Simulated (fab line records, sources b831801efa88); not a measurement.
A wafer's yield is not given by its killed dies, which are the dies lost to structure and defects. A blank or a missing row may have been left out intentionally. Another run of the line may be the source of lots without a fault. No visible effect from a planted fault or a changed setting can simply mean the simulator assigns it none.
Which tool was responsible? | flow gf180mcu | 18 wafers from 6 lots sampled at 2 of the route's 602 steps

## WHAT EACH GAUGE READ, for each wafer
GF_MVPSD_OVL_MEAS_07.
lot  | measured     | on         | MVPSD_OVL (nm)
L993 | day 5 03:59  | overlay-02 | 0.4 0.6 -0.9
L995 | day 5 20:29  | overlay-02 | 1.7 1.9 2.6
L997 | day 6 07:07  | overlay-01 | -1.5 -0.4 -0.2
L103 | day 8 03:04  | overlay-02 | 1.0 2.8 -0.5
L110 | day 9 11:22  | overlay-02 | -0.6 -0.7 0.0
L112 | day 10 05:37 | overlay-02 | 1.2 0.3 0.7

## WHAT TOOL EACH LOT RAN ON (gives the tool, then ch and the chambers of the sampled wafers, and finally the start)
lot  | GF_STI_ETCH_13
L993 | rie_diel-03 ch 0,2,3, day 2 06:58
L995 | rie_diel-02 ch 0,1,2, day 2 18:43
L997 | rie_diel-03 ch 0,3, day 3 03:56
L103 | rie_diel-04 ch 0,2,3, day 4 14:47
L110 | rie_diel-02 ch 0,3, day 5 22:29
L112 | rie_diel-02 ch 0,3, day 6 11:14
- GF_STI_ETCH_13: etches the open film in CHF3/O2, stops on Si, target depth 282.31 nm, time 112.9 s.

## THE ANSWER, worked out from the rows above alone
Rule: what is usual is taken from the lots themselves. Put in order of their means at a reading, lots are off if they are a third of the lots or fewer, leave a main group of 4 or more, and stand apart from it by a gap of 3 or more times the standard deviation of the main group's means; of several such gaps the widest counts. A main group whose means are all the same, to the digits that the tables above print for the reading, isn't used. Also off: a lot with no number at a reading for which 4 or more lots have one. The other lots that the step has rows for count as sound.
None of the lots is off at any reading shown; this tells nothing.

## WHAT THE SIMULATOR HAD PUT IN
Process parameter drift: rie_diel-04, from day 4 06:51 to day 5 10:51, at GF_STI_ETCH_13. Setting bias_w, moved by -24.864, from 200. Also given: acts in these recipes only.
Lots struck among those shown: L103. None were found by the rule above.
